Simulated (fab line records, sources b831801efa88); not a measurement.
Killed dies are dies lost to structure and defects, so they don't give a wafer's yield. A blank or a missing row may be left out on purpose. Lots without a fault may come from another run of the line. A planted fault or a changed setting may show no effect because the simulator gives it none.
fab line records | flow sky130
record lots=5 wafers=15 last_day=50
route steps=708 shown GATE_OXIDE@197 POLY_GATE@204 RES_PROTECT@206
lots that met no fault: from a run of the same line without faults
start_h: hours from the record's first day to the start of the lot's first wafer shown | wait_h: hours since the lot's step before | " the same as in the row above | L1.1+2: a row that stands for several wafers | - no value, or no start given | * or withheld: withheld | < > ~ a bound
route shown NAME@n: a module of which the file shows steps, and the number in the route of the first | usual: mean/standard deviation of fault-free wafers | same: alike in all rows | chamber/n: place in a boat | sites: the reading at each site | _std_site: their standard deviation | _edge_site: outer sites' mean less inner sites' | radius_mm: how far each site lies from the wafer's centre | mask NAME#n: copy n | behind: the tool/chamber that last shaped the wafer | hold: why the lot was held/for how many hours/how that ended | device: the transistor (n, p or np) that didn't switch | end of line: the same wafers' tests at the end of the route | a step without rows: its recipe alone | killed: dies lost to structure and defects at the first sort, not the wafer's yield | map: a wafer's dies, x killed, . not, _ none there
set.NAME: the setting as run; set.NAME@STEP: as run at that earlier step | model.NAME: the simulator's own value behind a step, which no gauge read
lots at some steps of the route; a table a step, a row a wafer
services: from which hour (start_h, from the record's first day; less than 0 if before it) a tool's chamber was out of use, for how many hours, and why
## steps
# step SKY_GATE_OXIDE_OVL_MEAS_10
# usual GATE_OXIDE_OVL=-0.2/1.3
# columns lot.wafer tool chamber start_h wait_h GATE_OXIDE_OVL[nm]
L078.4 overlay-01 - 332.04 0.1 0.2
L078.5 " - " " -2.1
L078.6 " - " " 0.7
L081.2 overlay-02 - 381.07 0.1 1.8
L081.5 " - " " 1.1
L081.6 " - " " -0.7
L080.2 overlay-01 - 381.28 0.1 -0.9
L080.5 " - " " -2.5
L080.6 " - " " -3.3
L092.1 overlay-02 - 472.91 0.1 -1.6
L092.2 " - " " 2.2
L092.6 " - " " 1.3
L094.2 overlay-01 - 503.20 0.1 -2.3
L094.3 " - " " 0.2
L094.6 " - " " 1.0
# step SKY_GATE_OXIDE_IMPLANT_11
# recipe species=B energy_kev=9.838 dose_cm2=2.6e+12 tilt_deg=withheld
# columns lot.wafer tool chamber start_h wait_h
L078.4+5+6 implanter-04 0 332.13 0.1
L081.2+5+6 implanter-04 0 381.12 0.0
L080.2+5+6 implanter-03 0 381.33 0.0
L092.1+2+6 implanter-03 0 472.94 0.0
L094.2+3+6 implanter-02 0 503.26 0.0
# step SKY_GATE_OXIDE_WET_ETCH_12
# recipe chemistry=dHF target_depth_nm=16.8 dry=n2_spin target=SiO2 dilution=100:1 temp_c=25 time_s=336
# columns lot.wafer tool chamber start_h wait_h
L078.4+5+6 wet_bench-04 1 332.21 0.1
L081.2+5+6 wet_bench-01 2 381.25 0.1
L080.2+5+6 wet_bench-04 0 381.46 0.1
L092.1+2+6 wet_bench-01 1 473.09 0.1
L094.2+3+6 wet_bench-02 0 503.38 0.1
# step SKY_GATE_OXIDE_STRIP_13
# recipe chemistry=O2/N2 power_w=1400 pressure_mtorr=1500 platen_temp_c=withheld o2_flow_sccm=3000 n2_flow_sccm=300 overash_fraction=0.5
# usual drypump_motor_current_A=5.70/0.19 oes_product_au=0.715/0.0047 strip_time_to_endpoint_s=14.18/0.041
# columns lot.wafer tool chamber start_h wait_h drypump_motor_current_A oes_product_au rf_hours_counter_h strip_time_to_endpoint_s
L078.4 plasma_asher-04 0 332.34 0.0 5.82 0.714 - 14.19
L078.5 " 1 " " 5.81 0.713 - 14.20
L078.6 " 0 " " 5.82 0.713 - 14.22
L081.2 plasma_asher-04 0 381.35 0.0 5.85 0.718 64 14.22
L081.5 " 1 " " 5.80 0.719 - 14.21
L081.6 " 0 " " 5.84 0.710 - 14.23
L080.2 plasma_asher-01 1 381.56 0.0 5.88 0.713 58 14.18
L080.5 " 0 " " 5.48 0.716 - 14.11
L080.6 " 1 " " 5.86 0.717 - 14.17
L092.1 plasma_asher-03 0 473.20 0.0 5.39 0.715 35 14.17
L092.2 " 1 " " 5.50 0.720 35 14.23
L092.6 " 1 " " 5.49 0.723 - 14.18
L094.2 plasma_asher-04 0 503.49 0.0 5.82 0.710 77 14.18
L094.3 " 1 " " 5.80 0.722 - 14.20
L094.6 " 1 " " 5.82 0.714 - 14.22
# step SKY_GATE_OXIDE_TW_MEAS_14
# usual GATE_OXIDE_TW=223.1/1
# columns lot.wafer tool chamber start_h wait_h GATE_OXIDE_TW
L078.4 film_metro-01 - 332.44 0.1 222.9
L078.5 " - " " 222.9
L078.6 " - " " 222.5
L081.2 film_metro-03 - 381.46 0.1 222.8
L081.5 " - " " 222.3
L081.6 " - " " 222.0
L080.2 film_metro-01 - 381.67 0.1 223.2
L080.5 " - " " 223.5
L080.6 " - " " 223.9
L092.1 film_metro-01 - 473.30 0.1 222.6
L092.2 " - " " 224.2
L092.6 " - " " 224.3
L094.2 film_metro-02 - 503.60 0.1 223.8
L094.3 " - " " 222.6
L094.6 " - " " 223.2
# step SKY_GATE_OXIDE_CLEAN_15
# recipe chemistry=SC1/SC2 mix=1:4:20 temp_c=70 time_s=150 dry=n2_spin
# columns lot.wafer tool chamber start_h wait_h
L078.4+5+6 wet_bench-02 1 332.47 0.0
L081.2+5+6 wet_bench-02 3 381.51 0.0
L080.2+5+6 wet_bench-01 2 381.72 0.0
L092.1+2+6 wet_bench-02 1 473.36 0.1
L094.2+3+6 wet_bench-02 3 503.65 0.0
# step SKY_GATE_OXIDE_OXIDATION_16
# recipe temp_c=800 ambient=O2 idle_temp_c=700 ramp_up_c_per_min=10 ramp_down_c_per_min=3 stabilise_s=600 purge_s=300 target_thk_a=35.7 ox_time_s=1915
# usual spike_tc_lower_C=802.0/1
# same ox_time_s=1915
# columns lot.wafer tool chamber start_h wait_h spike_tc_lower_C
L078.4 furnace-02 0 333.37 0.9 801.2
L078.5 " 0 " " 800.9
L078.6 " 0 " " 803.3
L081.2 furnace-01 0 381.63 0.1 804.0
L081.5 " 0 " " 804.6
L081.6 " 0 " " 801.5
L080.2 furnace-02 0 382.39 0.6 800.9
L080.5 " 0 " " 801.0
L080.6 " 0 " " 802.0
L092.1 furnace-02 0 477.59 4.2 802.9
L092.2 " 0 " " 802.1
L092.6 " 0 " " 803.2
L094.2 furnace-02 0 503.70 0.0 801.5
L094.3 " 0 " " 801.3
L094.6 " 0 " " 800.5
# step SKY_POLY_GATE_CVD_00
# recipe material=poly-Si target_thk_nm=180 temp_c=620 time_s=720 pressure_mtorr=200
# usual pressure_mtorr=199.9/0.47 spike_tc_lower_C=620.2/1.2
# columns lot.wafer tool chamber start_h wait_h pressure_mtorr spike_tc_lower_C
L078.4 lpcvd-01 1 334.90 0.0 199.5 619.3
L078.5 " 1 " " 200.7 622.1
L078.6 " 1 " " 200.0 620.9
L081.2 lpcvd-01 0 383.16 0.0 200.3 617.4
L081.5 " 0 " " 200.0 617.6
L081.6 " 0 " " 200.0 619.6
L080.2 lpcvd-01 1 384.36 0.4 199.6 621.5
L080.5 " 1 " " 199.8 622.5
L080.6 " 1 " " 199.4 619.2
L092.1 lpcvd-01 1 479.12 0.0 199.9 620.0
L092.2 " 1 " " 199.9 619.8
L092.6 " 1 " " 199.6 620.9
L094.2 lpcvd-01 0 505.23 0.0 200.1 618.2
L094.3 " 0 " " 200.5 617.7
L094.6 " 0 " " 200.6 619.9
# step SKY_POLY_GATE_THK_MEAS_01
# recipe reads=poly-Si_of_POLY_GATE_CVD_00
# usual POLY_GATE_CVD_00_THK=179.2/1.8
# columns lot.wafer tool chamber start_h wait_h POLY_GATE_CVD_00_THK[nm]
L078.4 film_metro-04 - 336.13 0.0 181.6
L078.5 " - " " 180.4
L078.6 " - " " 182.6
L081.2 film_metro-02 - 384.37 0.0 178.9
L081.5 " - " " 179.8
L081.6 " - " " 179.5
L080.2 film_metro-02 - 385.57 0.0 181.8
L080.5 " - " " 181.7
L080.6 " - " " 180.3
L092.1 film_metro-04 - 480.32 0.0 178.3
L092.2 " - " " 179.1
L092.6 " - " " 179.6
L094.2 film_metro-03 - 507.04 0.0 178.6
L094.3 " - " " 176.7
L094.6 " - " " 177.3
# step SKY_RES_PROTECT_DEHYDRATE_00
# recipe temp_c=200 time_s=60
# usual chill_plate_temp_C=22.99/0.12
# columns lot.wafer tool chamber start_h wait_h chill_plate_temp_C
L078.4 litho_track-01 0 349.34 13.2 22.89
L078.5 " 0 " " 22.94
L078.6 " 0 " " 22.91
L081.2 litho_track-02 0 398.47 14.1 22.84
L081.5 " 0 " " 22.95
L081.6 " 0 " " 22.98
L080.2 litho_track-01 0 399.94 14.4 22.88
L080.5 " 0 " " 22.92
L080.6 " 0 " " 23.05
L092.1 litho_track-04 0 493.52 13.2 23.14
L092.2 " 0 " " 23.15
L092.6 " 0 " " 23.28
L094.2 litho_track-04 0 521.15 14.1 23.05
L094.3 " 0 " " 23.10
L094.6 " 0 " " 23.05
# step SKY_RES_PROTECT_HMDS_01
# recipe prime_time_s=60 prime_temp_c=120
# usual chill_plate_temp_C=23.00/0.11
# columns lot.wafer tool chamber start_h wait_h chill_plate_temp_C
L078.4 litho_track-01 0 349.49 0.1 22.98
L078.5 " 0 " " 22.95
L078.6 " 0 " " 23.04
L081.2 litho_track-02 0 398.62 0.1 22.97
L081.5 " 0 " " 22.94
L081.6 " 0 " " 23.16
L080.2 litho_track-01 0 400.09 0.1 23.03
L080.5 " 0 " " 22.89
L080.6 " 0 " " 23.01
L092.1 litho_track-04 0 493.67 0.1 23.08
L092.2 " 0 " " 22.92
L092.6 " 0 " " 23.07
L094.2 litho_track-04 0 521.30 0.1 23.04
L094.3 " 0 " " 22.93
L094.6 " 0 " " 23.01
# step SKY_RES_PROTECT_COAT_02
# recipe resist=NOVOLAK spin_rpm=3000 resist_thk_nm=1140
# usual chill_plate_temp_C=23.00/0.1
# columns lot.wafer tool chamber start_h wait_h chill_plate_temp_C
L078.4 litho_track-01 0 349.64 0.1 23.09
L078.5 " 0 " " 23.05
L078.6 " 0 " " 22.93
L081.2 litho_track-02 0 398.77 0.1 23.04
L081.5 " 0 " " 22.96
L081.6 " 0 " " 23.23
L080.2 litho_track-01 0 400.24 0.1 22.80
L080.5 " 0 " " 22.95
L080.6 " 0 " " 22.95
L092.1 litho_track-04 0 493.82 0.1 22.98
L092.2 " 0 " " 23.11
L092.6 " 0 " " 23.08
L094.2 litho_track-04 0 521.45 0.1 23.17
L094.3 " 0 " " 22.93
L094.6 " 0 " " 23.03
# step SKY_RES_PROTECT_SOFTBAKE_03
# recipe temp_c=90 time_s=60 resist=NOVOLAK
# usual chill_plate_temp_C=22.96/0.12
# columns lot.wafer tool chamber start_h wait_h chill_plate_temp_C
L078.4 litho_track-01 0 349.79 0.1 22.64
L078.5 " 0 " " 22.74
L078.6 " 0 " " 22.67
L081.2 litho_track-02 0 398.92 0.1 22.91
L081.5 " 0 " " 22.97
L081.6 " 0 " " 23.04
L080.2 litho_track-01 0 400.39 0.1 23.06
L080.5 " 0 " " 22.86
L080.6 " 0 " " 22.85
L092.1 litho_track-04 0 493.97 0.1 23.05
L092.2 " 0 " " 22.94
L092.6 " 0 " " 22.93
L094.2 litho_track-04 0 521.60 0.1 22.91
L094.3 " 0 " " 23.01
L094.6 " 0 " " 22.98
# step SKY_RES_PROTECT_EXPOSE_04
# recipe mask_id=RPM na=0.6 source_shape=conventional sigma_outer=0.6 polarization=unpolarized target_cd_nm=1270 dose_mj=131
# usual focus_offset_nm=0.0/0.5 reticle_temp_C=22.99/0.11
# columns lot.wafer tool chamber start_h wait_h mask focus_offset_nm reticle_temp_C
L078.4 iline_stepper-02 0 - - RPM#0 0.2 22.73
L078.5 " 0 " " RPM#0 -0.5 22.95
L078.6 " 0 " " RPM#0 -0.1 22.97
L081.2 iline_stepper-01 0 - - RPM#0 -0.6 22.91
L081.5 " 0 " " RPM#0 -0.6 23.00
L081.6 " 0 " " RPM#0 -0.3 23.06
L080.2 iline_stepper-02 0 - - RPM#0 -0.3 23.18
L080.5 " 0 " " RPM#0 0.3 23.11
L080.6 " 0 " " RPM#0 -0.7 23.33
L092.1 iline_stepper-02 0 - - RPM#0 0.1 23.03
L092.2 " 0 " " RPM#0 0.2 23.02
L092.6 " 0 " " RPM#0 0.0 23.07
L094.2 iline_stepper-01 0 - - RPM#0 0.3 23.22
L094.3 " 0 " " RPM#0 0.4 23.10
L094.6 " 0 " " RPM#0 0.8 23.18
# step SKY_RES_PROTECT_PEB_05
# recipe temp_c=withheld time_s=* resist=NOVOLAK
# usual chill_plate_temp_C=*
# columns lot.wafer tool chamber start_h wait_h chill_plate_temp_C
L078.4 litho_track-02 0 - - *
L078.5 " 0 " " *
L078.6 " 0 " " *
L081.2 litho_track-02 0 - - *
L081.5 " 0 " " *
L081.6 " 0 " " *
L080.2 litho_track-02 0 - - *
L080.5 " 0 " " *
L080.6 " 0 " " *
L092.1 litho_track-02 0 - - *
L092.2 " 0 " " *
L092.6 " 0 " " *
L094.2 litho_track-01 0 - - *
L094.3 " 0 " " *
L094.6 " 0 " " *
# step SKY_RES_PROTECT_DEVELOP_06
# recipe resist=NOVOLAK developer=TMAH develop_time_s=60 dev_temp_c=22.27
# usual chill_plate_temp_C=22.99/0.11
# columns lot.wafer tool chamber start_h wait_h chill_plate_temp_C
L078.4 litho_track-02 0 363.57 0.1 22.90
L078.5 " 0 " " 23.03
L078.6 " 0 " " 23.01
L081.2 litho_track-02 0 413.07 0.1 22.90
L081.5 " 0 " " 22.89
L081.6 " 0 " " 23.17
L080.2 litho_track-02 0 414.77 0.1 22.98
L080.5 " 0 " " 22.98
L080.6 " 0 " " 22.90
L092.1 litho_track-02 0 509.10 0.1 23.08
L092.2 " 0 " " 23.08
L092.6 " 0 " " 23.01
L094.2 litho_track-01 0 536.94 0.1 23.03
L094.3 " 0 " " 23.08
L094.6 " 0 " " 23.21
# step SKY_POLY_GATE_IMPLANT_02
# recipe species=P energy_kev=30 dose_cm2=7.7e+15 tilt_deg=0
# columns lot.wafer tool chamber start_h wait_h
L078.4+5+6 implanter-02 0 363.72 0.1
L081.2+5+6 implanter-04 0 413.22 0.1
L080.2+5+6 implanter-01 0 414.92 0.1
L092.1+2+6 implanter-02 0 509.25 0.1
L094.2+3+6 implanter-01 0 537.09 0.1
# step SKY_RES_PROTECT_STRIP_07
# recipe chemistry=O2/N2 power_w=1400 pressure_mtorr=1500 platen_temp_c=withheld o2_flow_sccm=3000 n2_flow_sccm=300 overash_fraction=0.5
# usual drypump_motor_current_A=5.5/0.3 oes_product_au=0.517/0.0048 strip_time_to_endpoint_s=23.30/0.041
# columns lot.wafer tool chamber start_h wait_h drypump_motor_current_A oes_product_au rf_hours_counter_h strip_time_to_endpoint_s
L078.4 plasma_asher-01 1 363.83 0.1 5.8 0.518 - 23.35
L078.5 " 0 " " 5.5 0.518 - 23.36
L078.6 " 1 " " 5.9 0.523 - 23.35
L081.2 plasma_asher-02 0 413.35 0.1 6.0 0.517 72 23.34
L081.5 " 0 " " 6.0 0.518 - 23.26
L081.6 " 1 " " 5.1 0.511 - 23.30
L080.2 plasma_asher-03 0 415.05 0.1 5.4 0.513 29 23.31
L080.5 " 0 " " 5.4 0.516 - 23.31
L080.6 " 1 " " 5.5 0.511 - 23.27
L092.1 plasma_asher-02 1 509.40 0.1 5.0 0.519 8 23.30
L092.2 " 0 " " 6.0 0.512 8 23.30
L092.6 " 0 " " 6.0 0.503 - 23.33
L094.2 plasma_asher-02 1 537.21 0.1 5.0 0.518 10 23.30
L094.3 " 0 " " 6.0 0.516 - 23.32
L094.6 " 1 " " 5.0 0.521 - 23.31
# step SKY_RES_PROTECT_TW_MEAS_08
# usual POLY_GATE_TW=4034/18
# columns lot.wafer tool chamber start_h wait_h POLY_GATE_TW
L078.4 film_metro-02 - 363.93 0.1 4039
L078.5 " - " " 4015
L078.6 " - " " 4024
L081.2 film_metro-02 - 413.46 0.1 4035
L081.5 " - " " 4040
L081.6 " - " " 4025
L080.2 film_metro-02 - 415.16 0.1 4041
L080.5 " - " " 4041
L080.6 " - " " 4040
L092.1 film_metro-01 - 509.50 0.1 4041
L092.2 " - " " 4021
L092.6 " - " " 4039
L094.2 film_metro-02 - 537.32 0.1 4037
L094.3 " - " " 4050
L094.6 " - " " 4025
# step SKY_RES_PROTECT_CLEAN_09
# recipe chemistry=SC1/SC2 mix=1:4:20 temp_c=70 time_s=150 dry=n2_spin
# columns lot.wafer tool chamber start_h wait_h
L078.4+5+6 wet_bench-01 1 363.96 0.0
L081.2+5+6 wet_bench-04 0 413.51 0.0
L080.2+5+6 wet_bench-04 3 415.21 0.0
L092.1+2+6 wet_bench-01 0 509.56 0.1
L094.2+3+6 wet_bench-04 0 537.37 0.0
# step SKY_POLY_GATE_CVD_03
# recipe material=Si3N4 precursor=DCS/NH3 target_thk_nm=75 temp_c=770 time_s=1290 pressure_mtorr=250
# usual pressure_mtorr=250.0/0.54 spike_tc_lower_C=770.1/1.1
# columns lot.wafer tool chamber start_h wait_h pressure_mtorr spike_tc_lower_C
L078.4 lpcvd-02 0 364.02 0.0 249.9 770.8
L078.5 " 0 " " 250.4 770.1
L078.6 " 0 " " 250.3 769.5
L081.2 lpcvd-02 1 414.21 0.7 249.8 769.1
L081.5 " 1 " " 249.6 770.5
L081.6 " 1 " " 249.4 768.8
L080.2 lpcvd-02 1 415.57 0.3 248.5 767.7
L080.5 " 1 " " 248.6 769.9
L080.6 " 1 " " 249.4 769.7
L092.1 lpcvd-02 1 510.41 0.8 250.1 770.5
L092.2 " 1 " " 250.9 768.9
L092.6 " 1 " " 249.4 769.2
L094.2 lpcvd-02 1 537.42 0.0 250.0 768.1
L094.3 " 1 " " 249.9 770.3
L094.6 " 1 " " 250.3 769.1
# step SKY_POLY_GATE_THK_MEAS_04
# recipe reads=Si3N4_of_POLY_GATE_CVD_03
# usual POLY_GATE_CVD_03_THK=75.3/0.68
# columns lot.wafer tool chamber start_h wait_h POLY_GATE_CVD_03_THK[nm]
L078.4 film_metro-02 - 365.41 0.0 75.3
L078.5 " - " " 75.8
L078.6 " - " " 75.5
L081.2 film_metro-04 - 415.58 0.0 76.4
L081.5 " - " " 76.1
L081.6 " - " " 76.1
L080.2 film_metro-02 - 416.94 0.0 75.5
L080.5 " - " " 76.4
L080.6 " - " " 75.9
L092.1 film_metro-04 - 511.77 0.0 75.3
L092.2 " - " " 76.0
L092.6 " - " " 75.7
L094.2 film_metro-03 - 538.79 0.0 74.9
L094.3 " - " " 75.4
L094.6 " - " " 76.4
# step SKY_POLY_GATE_DEHYDRATE_05
# recipe temp_c=200 time_s=60
# usual chill_plate_temp_C=22.98/0.11
# columns lot.wafer tool chamber start_h wait_h chill_plate_temp_C
L078.4 litho_track-01 0 379.09 13.7 22.91
L078.5 " 0 " " 23.13
L078.6 " 0 " " 23.15
L081.2 litho_track-01 0 430.14 14.5 22.81
L081.5 " 0 " " 23.05
L081.6 " 0 " " 23.23
L080.2 litho_track-01 0 431.29 14.3 23.04
L080.5 " 0 " " 23.15
L080.6 " 0 " " 23.22
L092.1 litho_track-01 0 526.36 14.6 23.07
L092.2 " 0 " " 22.98
L092.6 " 0 " " 23.18
L094.2 litho_track-01 0 552.44 13.6 23.01
L094.3 " 0 " " 22.91
L094.6 " 0 " " 22.89
# step SKY_POLY_GATE_HMDS_06
# recipe prime_time_s=60 prime_temp_c=120
# usual chill_plate_temp_C=23.02/0.095
# columns lot.wafer tool chamber start_h wait_h chill_plate_temp_C
L078.4 litho_track-01 0 379.24 0.1 23.12
L078.5 " 0 " " 23.13
L078.6 " 0 " " 23.21
L081.2 litho_track-01 0 430.29 0.1 22.99
L081.5 " 0 " " 22.96
L081.6 " 0 " " 23.04
L080.2 litho_track-01 0 431.44 0.1 23.19
L080.5 " 0 " " 22.95
L080.6 " 0 " " 23.11
L092.1 litho_track-01 0 526.51 0.1 22.98
L092.2 " 0 " " 22.83
L092.6 " 0 " " 23.01
L094.2 litho_track-01 0 552.59 0.1 22.95
L094.3 " 0 " " 22.98
L094.6 " 0 " " 23.01
# step SKY_POLY_GATE_COAT_07
# recipe resist=BARC temp_c=withheld time_s=withheld spin_rpm=3000 resist_thk_nm=110
# usual chill_plate_temp_C=*
# columns lot.wafer tool chamber start_h wait_h chill_plate_temp_C
L078.4 litho_track-01 0 379.39 0.1 *
L078.5 " 0 " " *
L078.6 " 0 " " *
L081.2 litho_track-01 0 430.44 0.1 *
L081.5 " 0 " " *
L081.6 " 0 " " *
L080.2 litho_track-01 0 431.59 0.1 *
L080.5 " 0 " " *
L080.6 " 0 " " *
L092.1 litho_track-01 0 526.66 0.1 *
L092.2 " 0 " " *
L092.6 " 0 " " *
L094.2 litho_track-01 0 552.74 0.1 *
L094.3 " 0 " " *
L094.6 " 0 " " *
# step SKY_POLY_GATE_COAT_08
# recipe resist=KrF-thick spin_rpm=3000 resist_thk_nm=450
# usual chill_plate_temp_C=22.99/0.11
# columns lot.wafer tool chamber start_h wait_h chill_plate_temp_C
L078.4 litho_track-01 0 - - 22.96
L078.5 " 0 " " 22.79
L078.6 " 0 " " 23.01
L081.2 litho_track-01 0 - - 22.94
L081.5 " 0 " " 22.93
L081.6 " 0 " " 22.79
L080.2 litho_track-01 0 - - 22.87
L080.5 " 0 " " 23.02
L080.6 " 0 " " 22.91
L092.1 litho_track-01 0 - - 23.08
L092.2 " 0 " " 23.05
L092.6 " 0 " " 22.95
L094.2 litho_track-01 0 - - 22.85
L094.3 " 0 " " 23.13
L094.6 " 0 " " 23.19
# step SKY_POLY_GATE_SOFTBAKE_09
# recipe temp_c=100 time_s=90 resist=KrF-thick
# usual chill_plate_temp_C=23.00/0.098
# columns lot.wafer tool chamber start_h wait_h chill_plate_temp_C
L078.4 litho_track-01 0 - - 23.05
L078.5 " 0 " " 23.00
L078.6 " 0 " " 23.18
L081.2 litho_track-01 0 - - 23.10
L081.5 " 0 " " 23.11
L081.6 " 0 " " 23.02
L080.2 litho_track-01 0 - - 22.95
L080.5 " 0 " " 22.90
L080.6 " 0 " " 22.96
L092.1 litho_track-01 0 - - 23.07
L092.2 " 0 " " 23.15
L092.6 " 0 " " 23.12
L094.2 litho_track-01 0 - - 22.74
L094.3 " 0 " " 22.87
L094.6 " 0 " " 22.92
# step SKY_POLY_GATE_EXPOSE_10
# recipe mask_id=P1M na=0.68 source_shape=conventional sigma_outer=0.6 target_cd_nm=150 dose_mj=28
# usual focus_offset_nm=0.0/0.56 reticle_temp_C=23.02/0.1
# columns lot.wafer tool chamber start_h wait_h mask focus_offset_nm reticle_temp_C
L078.4 krf_scanner-01 0 - - P1M#0 0.5 23.02
L078.5 " 0 " " P1M#0 0.3 23.05
L078.6 " 0 " " P1M#0 0.2 23.10
L081.2 krf_scanner-02 0 - - P1M#0 0.0 23.01
L081.5 " 0 " " P1M#0 0.1 23.10
L081.6 " 0 " " P1M#0 0.3 23.22
L080.2 krf_scanner-02 0 - - P1M#0 0.0 22.96
L080.5 " 0 " " P1M#0 0.7 23.05
L080.6 " 0 " " P1M#0 -0.7 22.99
L092.1 krf_scanner-02 0 - - P1M#0 -0.2 23.10
L092.2 " 0 " " P1M#0 -0.8 22.90
L092.6 " 0 " " P1M#0 0.2 22.97
L094.2 krf_scanner-02 0 - - P1M#0 0.2 22.91
L094.3 " 0 " " P1M#0 -0.1 23.01
L094.6 " 0 " " P1M#0 0.1 22.96
# step SKY_POLY_GATE_PEB_11
# recipe peb_temp_c=withheld peb_time_s=withheld resist=KrF-thick
# usual chill_plate_temp_C=*
# columns lot.wafer tool chamber start_h wait_h chill_plate_temp_C
L078.4 litho_track-03 0 - - *
L078.5 " 0 " " *
L078.6 " 0 " " *
L081.2 litho_track-04 0 - - *
L081.5 " 0 " " *
L081.6 " 0 " " *
L080.2 litho_track-03 0 - - *
L080.5 " 0 " " *
L080.6 " 0 " " *
L092.1 litho_track-01 0 - - *
L092.2 " 0 " " *
L092.6 " 0 " " *
L094.2 litho_track-03 0 - - *
L094.3 " 0 " " *
L094.6 " 0 " " *
# step SKY_POLY_GATE_DEVELOP_12
# recipe develop_time_s=60 resist=KrF-thick dev_temp_c=21
# usual chill_plate_temp_C=23.01/0.11
# columns lot.wafer tool chamber start_h wait_h chill_plate_temp_C
L078.4 litho_track-03 0 - - 22.97
L078.5 " 0 " " 23.20
L078.6 " 0 " " 23.03
L081.2 litho_track-04 0 - - 23.01
L081.5 " 0 " " 23.15
L081.6 " 0 " " 22.93
L080.2 litho_track-03 0 - - 23.23
L080.5 " 0 " " 23.01
L080.6 " 0 " " 23.09
L092.1 litho_track-01 0 - - 23.10
L092.2 " 0 " " 23.16
L092.6 " 0 " " 23.16
L094.2 litho_track-03 0 - - 23.08
L094.3 " 0 " " 23.00
L094.6 " 0 " " 23.01
# step SKY_POLY_GATE_CD_MEAS_13
# recipe target_cd_nm=150
# usual cd_nm=149.9/1.4
# columns lot.wafer tool chamber start_h wait_h cd_nm
L078.4 cd_sem-02 - 394.32 - 149.1
L078.5 " - " " 149.6
L078.6 " - " " 149.4
L081.2 cd_sem-02 - 445.99 - 149.5
L081.5 " - " " 146.7
L081.6 " - " " 147.0
L080.2 cd_sem-02 - 447.33 - 151.4
L080.5 " - " " 150.0
L080.6 " - " " 150.6
L092.1 cd_sem-02 - 542.16 - 152.2
L092.2 " - " " 150.3
L092.6 " - " " 152.0
L094.2 cd_sem-01 - 569.43 - 150.7
L094.3 " - " " 150.8
L094.6 " - " " 148.8
# step SKY_POLY_GATE_OVL_MEAS_14
# usual POLY_GATE_OVL=-1/5.2
# columns lot.wafer tool chamber start_h wait_h POLY_GATE_OVL[nm]
L078.4 overlay-01 - 394.40 0.1 -2
L078.5 " - " " -3
L078.6 " - " " 2
L081.2 overlay-01 - 446.10 0.1 -10
L081.5 " - " " -6
L081.6 " - " " -2
L080.2 overlay-02 - 447.43 0.1 -5
L080.5 " - " " 5
L080.6 " - " " -2
L092.1 overlay-02 - 542.28 0.1 9
L092.2 " - " " 4
L092.6 " - " " 6
L094.2 overlay-02 - 569.53 0.1 3
L094.3 " - " " 2
L094.6 " - " " -7
# step SKY_POLY_GATE_ETCH_15
# recipe chemistry=N2/H2 target=BARC ion_energy_ev=200 source_w=500 bias_w=100 pressure_mtorr=30 n2_flow_sccm=100 h2_flow_sccm=200 stop_on=SiO2 time_s=118.5 target_depth_a=1100
# usual drypump_motor_current_A=5.4/0.32 oes_product_au=0.716/0.0048 rf_fwd_power_W=497.5/1.5 throttle_valve_pct=13.214/0.0095
# columns lot.wafer tool chamber start_h wait_h drypump_motor_current_A oes_product_au rf_fwd_power_W rf_hours_counter_h throttle_valve_pct
L078.4 rie_diel-02 1 394.42 0.0 5.7 0.710 497.2 3 13.216
L078.5 " 3 " " 5.5 0.711 495.9 - 13.213
L078.6 " 0 " " 5.4 0.725 496.7 - 13.214
L081.2 rie_diel-02 2 446.13 0.0 5.3 0.716 499.5 21 13.210
L081.5 " 2 " " 5.3 0.715 499.8 - 13.203
L081.6 " 1 " " 5.7 0.725 497.0 - 13.212
L080.2 rie_diel-04 2 447.46 0.0 5.0 0.717 496.0 7 13.218
L080.5 " 2 " " 5.0 0.715 497.5 - 13.202
L080.6 " 1 " " 5.5 0.717 499.2 - 13.215
L092.1 rie_diel-01 2 542.32 0.0 5.9 0.712 497.0 81 13.224
L092.2 " 3 " " 5.0 0.722 495.7 57 13.219
L092.6 " 3 " " 5.0 0.718 497.3 - 13.210
L094.2 rie_diel-01 3 569.56 0.0 5.0 0.717 496.6 58 13.208
L094.3 " 2 " " 5.9 0.723 495.5 82 13.226
L094.6 " 2 " " 5.9 0.717 499.2 - 13.200
# step SKY_POLY_GATE_ETCH_16
# recipe stop_on=poly-Si chemistry=CH3F/O2 target=Si3N4 source_w=400 bias_w=80 pressure_mtorr=25 ch3f_flow_sccm=40 O2_flow_sccm=30 time_s=147.5 target_depth_a=750
# usual drypump_motor_current_A=5.4/0.32 oes_product_au=0.642/0.0044 rf_fwd_power_W=398.5/1.4 throttle_valve_pct=10.536/0.009
# columns lot.wafer tool chamber start_h wait_h drypump_motor_current_A oes_product_au rf_fwd_power_W rf_hours_counter_h throttle_valve_pct
L078.4 rie_diel-02 1 394.50 0.0 5.6 0.644 398.4 3 10.539
L078.5 " 3 " " 5.5 0.648 399.5 - 10.512
L078.6 " 0 " " 5.4 0.645 400.3 - 10.545
L081.2 rie_diel-02 2 446.21 0.0 5.2 0.650 399.8 21 10.544
L081.5 " 2 " " 5.2 0.644 401.1 - 10.538
L081.6 " 1 " " 5.6 0.643 399.1 - 10.524
L080.2 rie_diel-04 2 447.55 0.0 5.0 0.642 399.2 7 10.533
L080.5 " 2 " " 5.0 0.649 398.7 - 10.528
L080.6 " 1 " " 5.4 0.651 398.7 - 10.535
L092.1 rie_diel-01 2 542.40 0.0 5.9 0.644 398.7 81 10.539
L092.2 " 3 " " 5.0 0.642 399.2 57 10.535
L092.6 " 3 " " 5.0 0.643 396.4 - 10.534
L094.2 rie_diel-01 3 569.65 0.0 5.0 0.632 398.2 58 10.538
L094.3 " 2 " " 5.9 0.638 396.9 82 10.549
L094.6 " 2 " " 5.9 0.647 398.6 - 10.539
## services
# columns tool chamber start_h hours kind
rie_diel-01 0 309.01 5.2 repair
rie_diel-01 1 310.32 10.0 repair
krf_scanner-02 - 320.42 1.0 pm
krf_scanner-02 - 339.14 1.7 repair
rie_diel-02 - 354.39 15.6 pm
krf_scanner-02 - 360.36 0.8 pm
wet_bench-01 - 361.25 1.0 repair
rie_diel-02 1 370.42 18.9 repair
furnace-02 - 372.98 3.4 pm
krf_scanner-02 - 381.65 1.3 pm
rie_diel-01 1 388.20 14.0 repair
krf_scanner-02 - 408.85 1.4 repair
rie_diel-01 1 415.05 2.6 repair
rie_diel-01 1 429.16 46.2 repair
rie_diel-01 3 429.47 12.1 repair
krf_scanner-02 - 446.97 1.3 repair
krf_scanner-02 - 448.29 4.0 pm
rie_diel-02 - 456.42 2.8 pm
furnace-02 - 457.79 3.2 pm
rie_diel-02 0 481.44 2.2 repair
krf_scanner-02 - 489.42 1.0 pm
wet_bench-04 - 496.75 6.4 repair
krf_scanner-02 - 500.23 4.1 repair
krf_scanner-02 - 529.36 0.8 pm
## key
fault none
